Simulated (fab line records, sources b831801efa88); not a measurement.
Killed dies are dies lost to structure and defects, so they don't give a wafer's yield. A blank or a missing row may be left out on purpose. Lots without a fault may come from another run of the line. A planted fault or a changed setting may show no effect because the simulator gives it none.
Which tool did it? | flow gf180mcu | 12 lots, 36 wafers sampled, at 4 steps of a route of 602

WHAT THE GAUGES READ, wafer by wafer
GF_PASSIVATION_THK_MEAS_01. Usual: PASSIVATION_CVD_00_THK 999 nm, standard deviation 11.
lot  | measured     | on            | PASSIVATION_CVD_00_THK (nm) | flag
L201 | day 28 07:56 | film_metro-01 | 1001 1000 1004              |
L200 | day 28 10:48 | film_metro-01 | 997 997 994                 |
L202 | day 28 22:56 | film_metro-04 | 979 989 990                 |
L205 | day 29 17:56 | film_metro-02 | 985 988 1000                |
L213 | day 31 16:04 | film_metro-02 | 989 1002 1008               |
L216 | day 32 18:49 | film_metro-01 | 1002 1007 996               |
L217 | day 32 21:09 | film_metro-02 | 991 984 996                 |
L218 | day 33 01:55 | film_metro-04 | 981 993 1009                |
L220 | day 33 14:19 | film_metro-01 | 989 987 1007                |
L221 | day 33 19:12 | film_metro-04 | 986 990 987                 |
L222 | day 33 22:58 | film_metro-04 | 1003 1024 1003              |
L223 | day 34 09:47 | film_metro-04 | 989 998 1001                |

WHICH TOOL RAN EACH LOT (tool, then ch and the chambers of the sampled wafers, then the start)
lot  | GF_V4_ETCH_16                      | GF_V4_SPUTTER_22             | GF_TOP_METAL_SPUTTER_01
L201 | rie_diel-04 ch 0,2,3, day 24 14:49 | pvd_sputter-03, day 24 15:34 | pvd_sputter-01, day 27 10:55
L200 | rie_diel-01 ch 0,1, day 24 17:40   | pvd_sputter-01, day 24 18:23 | pvd_sputter-01, day 27 14:05
L202 | rie_diel-01 ch 1,2, day 25 01:49   | pvd_sputter-04, day 25 02:33 | pvd_sputter-02, day 27 22:01
L205 | rie_diel-04 ch 2,3, day 26 01:02   | pvd_sputter-04, day 26 01:50 | pvd_sputter-01, day 28 23:20
L213 | rie_diel-04 ch 1,2,3, day 28 09:38 | pvd_sputter-04, day 28 10:22 | pvd_sputter-02, day 30 21:13
L216 | rie_diel-01 ch 1,2,3, day 29 16:19 | pvd_sputter-04, day 29 17:05 | pvd_sputter-04, day 32 01:46
L217 | rie_diel-02 ch 0,2,3, day 29 18:16 | pvd_sputter-04, day 29 19:00 | pvd_sputter-04, day 32 04:29
L218 | rie_diel-02 ch 0,2,3, day 29 23:01 | pvd_sputter-01, day 29 23:49 | pvd_sputter-01, day 32 08:34
L220 | rie_diel-01 ch 0,3, day 30 14:07   | pvd_sputter-04, day 30 14:51 | pvd_sputter-04, day 32 21:33
L221 | rie_diel-02 ch 0,2, day 30 18:19   | pvd_sputter-04, day 30 19:03 | pvd_sputter-01, day 33 02:20
L222 | rie_diel-02 ch 0,1, day 31 00:02   | pvd_sputter-04, day 31 00:46 | pvd_sputter-01, day 33 07:13
L223 | rie_diel-01 ch 0,3, day 31 10:20   | pvd_sputter-04, day 31 11:04 | pvd_sputter-01, day 33 17:14
- GF_V4_ETCH_16: etches BARC in N2/H2.
- GF_V4_SPUTTER_22: material TiN, target thk 10 nm, time 40 s.
- GF_TOP_METAL_SPUTTER_01: material TiN, target thk 30 nm, time 25 s.

WHAT THE TOOLS THEMSELVES READ (means of the sampled wafers that have a number; where no wafer has one, the mark that the record gives instead)
GF_V4_ETCH_16. Usual: drypump_motor_current_A 6.0 A, standard deviation 0.51; h2_flow_sccm 200.1 sccm, standard deviation 0.5; oes_product_au 0.854 a.u., standard deviation 0.0044; throttle_valve_pct 13.225 %, standard deviation 0.0082.
lot  | tool        | drypump_motor_current_A (A) | h2_flow_sccm (sccm) | oes_product_au (a.u.) | throttle_valve_pct (%) | flag
L201 | rie_diel-04 | 6.1                         | 200.3               | 0.854                 | 13.224                 |
L200 | rie_diel-01 | 5.9                         | 199.6               | 0.853                 | 13.224                 |
L202 | rie_diel-01 | 6.4                         | 200.6               | 0.852                 | 13.220                 |
L205 | rie_diel-04 | 5.6                         | 200.2               | 0.857                 | 13.220                 |
L213 | rie_diel-04 | 5.9                         | 199.6               | 0.852                 | 13.231                 |
L216 | rie_diel-01 | 6.5                         | 200.2               | 0.855                 | 13.222                 |
L217 | rie_diel-02 | 5.8                         | 200.0               | 0.852                 | 13.228                 |
L218 | rie_diel-02 | 5.8                         | 200.0               | 0.854                 | 13.222                 |
L220 | rie_diel-01 | 6.1                         | 199.6               | 0.853                 | 13.224                 |
L221 | rie_diel-02 | 6.0                         | 200.2               | 0.854                 | 13.229                 |
L222 | rie_diel-02 | 5.8                         | 200.2               | 0.856                 | 13.229                 |
L223 | rie_diel-01 | 6.1                         | 200.2               | 0.852                 | 13.227                 |

GF_V4_SPUTTER_22. Usual: chamber_pressure_pa 5.000 Pa, standard deviation 0.0088; throttle_valve_pct 30.1 %, standard deviation 0.79.
lot  | tool           | chamber_pressure_pa (Pa) | throttle_valve_pct (%) | flag
L201 | pvd_sputter-03 | 4.995                    | 30.9                   |
L200 | pvd_sputter-01 | 5.006                    | 30.3                   |
L202 | pvd_sputter-04 | 4.997                    | 30.2                   |
L205 | pvd_sputter-04 | 4.997                    | 30.6                   |
L213 | pvd_sputter-04 | 4.994                    | 30.9                   |
L216 | pvd_sputter-04 | 4.994                    | 30.0                   |
L217 | pvd_sputter-04 | 4.998                    | 30.6                   |
L218 | pvd_sputter-01 | 4.996                    | 29.7                   |
L220 | pvd_sputter-04 | 4.997                    | 30.3                   |
L221 | pvd_sputter-04 | 5.002                    | 29.9                   |
L222 | pvd_sputter-04 | 5.004                    | 30.0                   |
L223 | pvd_sputter-04 | 4.994                    | 30.8                   |

GF_TOP_METAL_SPUTTER_01. Usual: chamber_pressure_pa 0.3999 Pa, standard deviation 0.00087; throttle_valve_pct 29.9 %, standard deviation 0.67.
lot  | tool           | chamber_pressure_pa (Pa) | throttle_valve_pct (%) | flag
L201 | pvd_sputter-01 | 0.3998                   | 29.9                   |
L200 | pvd_sputter-01 | 0.4005                   | 30.1                   |
L202 | pvd_sputter-02 | 0.4002                   | 30.1                   |
L205 | pvd_sputter-01 | 0.3993                   | 29.6                   |
L213 | pvd_sputter-02 | 0.3953                   | 29.8                   | OFF
L216 | pvd_sputter-04 | 0.3994                   | 30.0                   |
L217 | pvd_sputter-04 | 0.4005                   | 30.0                   |
L218 | pvd_sputter-01 | 0.4005                   | 29.5                   |
L220 | pvd_sputter-04 | 0.3996                   | 30.6                   |
L221 | pvd_sputter-01 | 0.3996                   | 29.9                   |
L222 | pvd_sputter-01 | 0.3999                   | 29.6                   |
L223 | pvd_sputter-01 | 0.3995                   | 29.9                   |

THE ANSWER, worked out from the rows above alone
Rule: a lot is off if the mean of its wafers that have a number lies more than 3 standard deviations from the usual mean. A lot without any number at a reading at which 4 lots or more have one is off too. The other lots that the step has rows for count as sound. The gauges are gone through in route order, then the tools' own readings, and for those a lot's mean is taken as printed above. The first step at which some lot is off is used, and at that step the reading that is off furthest; a lot without a number counts as furthest.
Off: L213, at GF_TOP_METAL_SPUTTER_01 (chamber_pressure_pa).
A tool fits if, at that step or a process step before it, it ran every lot that is off, and no sound lot after the first of them. Can't be told from this: 2 tools fit, rie_diel-04 at GF_V4_ETCH_16, pvd_sputter-02 at GF_TOP_METAL_SPUTTER_01.

WHAT THE SIMULATOR HAD PUT IN
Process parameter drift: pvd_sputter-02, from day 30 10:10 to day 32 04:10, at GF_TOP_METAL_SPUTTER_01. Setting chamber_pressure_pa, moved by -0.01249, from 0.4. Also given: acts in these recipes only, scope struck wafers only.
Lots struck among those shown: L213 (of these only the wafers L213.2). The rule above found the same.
